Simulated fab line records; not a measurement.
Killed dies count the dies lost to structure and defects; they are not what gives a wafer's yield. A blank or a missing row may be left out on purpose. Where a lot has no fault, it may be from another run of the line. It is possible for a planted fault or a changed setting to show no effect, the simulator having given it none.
Chamber matching ; flow sky130 ; SKY_PASSIVATION_ETCH_11 on rie-diel-04 has 4 sister chambers
The step etches the open film in CF4/O2, stops on AlCu, target depth 725 nm, time 161.1 s. 8 wafers are shown with their chamber, then 10 later ones without.

## WAFERS PAIRED WITH THEIR CHAMBERS
wafer;chamber;oes-product-au (a.u.);throttle-valve-pct (%)
L079.4;0;0.975;5.957
L082.1;1;0.972;5.967
L084.4;1;0.976;5.967
L089.4;3;0.971;5.963
L089.5;2;0.977;5.970
L089.6;0;0.980;5.980
L090.1;2;0.961;5.970
L090.3;3;0.979;5.959

## WAFERS WHOSE CHAMBER IS MISSING
wafer;oes-product-au (a.u.);throttle-valve-pct (%)
L090.6;0.970;5.980
L091.1;0.974;5.965
L091.3;0.985;5.965
L091.4;0.983;5.962
L094.2;0.966;5.971
L094.4;0.980;5.961
L094.5;0.972;5.951
L096.2;0.979;5.958
L096.3;0.974;5.966
L096.4;0.978;5.985

## WHICH CHAMBER EACH ONE RAN IN
wafer;from the rows above;in truth
L090.6;can't be placed: 2 or 1 or 0 or 3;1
L091.1;can't be placed: 1 or 3 or 0 or 2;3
L091.3;can't be placed: 0 or 3 or 1 or 2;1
L091.4;can't be placed: 0 or 3 or 1 or 2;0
L094.2;can't be placed: 2 or 1 or 0 or 3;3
L094.4;can't be placed: 3 or 0 or 1 or 2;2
L094.5;can't be placed: 3 or 1 or 0 or 2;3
L096.2;can't be placed: 3 or 0 or 1 or 2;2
L096.3;can't be placed: 1 or 0 or 3 or 2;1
L096.4;can't be placed: 0 or 2 or 1 or 3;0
Placed correctly: 0 of 10. These rows do not allow placing 10 (true chamber among the candidates in 10). Number placed wrongly: 0.
How it was worked out, from the rows above alone: a wafer's distance from a chamber is the root of the sum, over the readings, of the square of ((its reading less the chamber's mean) divided by the reading's scatter). The wafer belongs to the nearest chamber; if the next one is less than 2 further off, it can't be placed. A chamber's mean is the mean of its shown wafers. The scatter is the square root of a quotient: the sum, over the shown wafers, of each reading's squared deviation from its chamber's mean, divided by wafers minus chambers.
